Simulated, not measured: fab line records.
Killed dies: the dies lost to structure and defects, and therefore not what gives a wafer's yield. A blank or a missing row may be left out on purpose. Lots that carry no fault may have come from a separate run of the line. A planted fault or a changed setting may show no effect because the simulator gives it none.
A single fault, viewed from 2 desks    flow gf180mcu    numbers are kept per desk, each desk with only its own; the story behind them comes last

## FROM THE METROLOGY DESK
Means of the sampled wafers that have a number, per lot and without regard to the tool the lot ran on: this is what the gauges read. Marked OUT: a lot whose mean sits more than 4 standard deviations from the usual mean, which makes it out of limits; the brackets give that distance.
Columns: A = V5_CVD_00_THK at GF_V5_THK_MEAS_01, usual 299 nm; B = V5_CVD_02_THK at GF_V5_THK_MEAS_03, usual 1451 nm; C = V5_BOW at GF_V5_BOW_MEAS_05, usual 134 um; D = cd-nm at GF_V5_CD_MEAS_14, usual 259.8 nm; E = V5_OVL at GF_V5_OVL_MEAS_15, usual 0 nm
lot   first seen here  A    B     C    D      E
L273  day 28 03:43     296  1454  125  261.9  -4
L276  day 28 19:05     298  1449  139  260.4  2
L278  day 29 11:38     305  1451  129  262.1  -5
L282  day 30 14:13     295  1455  138  261.4  -1
L283  day 30 21:59     298  1454  139  261.6  -4
L287  day 31 23:26     294  1436  130  258.9  11
L290  day 32 16:05     294  1440  127  258.5  1
This desk found nothing out of limits on any of the 7 lots.

## THE TOOL OWNER'S DESK: krf-scanner-02
The tool's own readings at GF_V5_EXPOSE_11 (exposes mask Via5, target cd 260 nm): means of the sampled wafers that have a number, for each lot that ran on this tool. Marked OUT: a lot whose mean sits more than 4 standard deviations from the usual mean, which makes it out of limits; the brackets give that distance.
Columns: A = exposure-dose-mJ-cm2 at GF_V5_EXPOSE_11, usual 37.99
lot   first seen here  A
L273  day 28 14:35     38.04
L276  day 29 05:23     37.99
L278  day 29 21:44     38.47 (+14) OUT
L282  day 31 00:13     38.39 (+12) OUT
L283  day 31 07:58     38.37 (+11) OUT
Finding of this desk: L278, L282, L283 out of limits; the first was L278 at day 29 21:44, on exposure-dose-mJ-cm2 at GF_V5_EXPOSE_11. In limits: L273, L276.

## ALL TOGETHER
The tool owner's desk had the chance to raise an alarm at day 29 21:44 on L278, L282, L283.
Metrology desk: nothing out of limits seen.
The metrology desk holds a record of L278, L282, L283, inside its limits.
Every lot named ran GF_V5_EXPOSE_11 on krf-scanner-02.

## WHAT WAS PUT IN BY THE SIMULATOR
Process parameter drift: krf-scanner-02, from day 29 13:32 on, at GF_V5_EXPOSE_11. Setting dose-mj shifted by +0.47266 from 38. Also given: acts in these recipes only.
Lots struck among those shown: L278, L282, L283.
Hours from the fault's start to each desk's first reading out of limits: the tool owner's desk, 8.
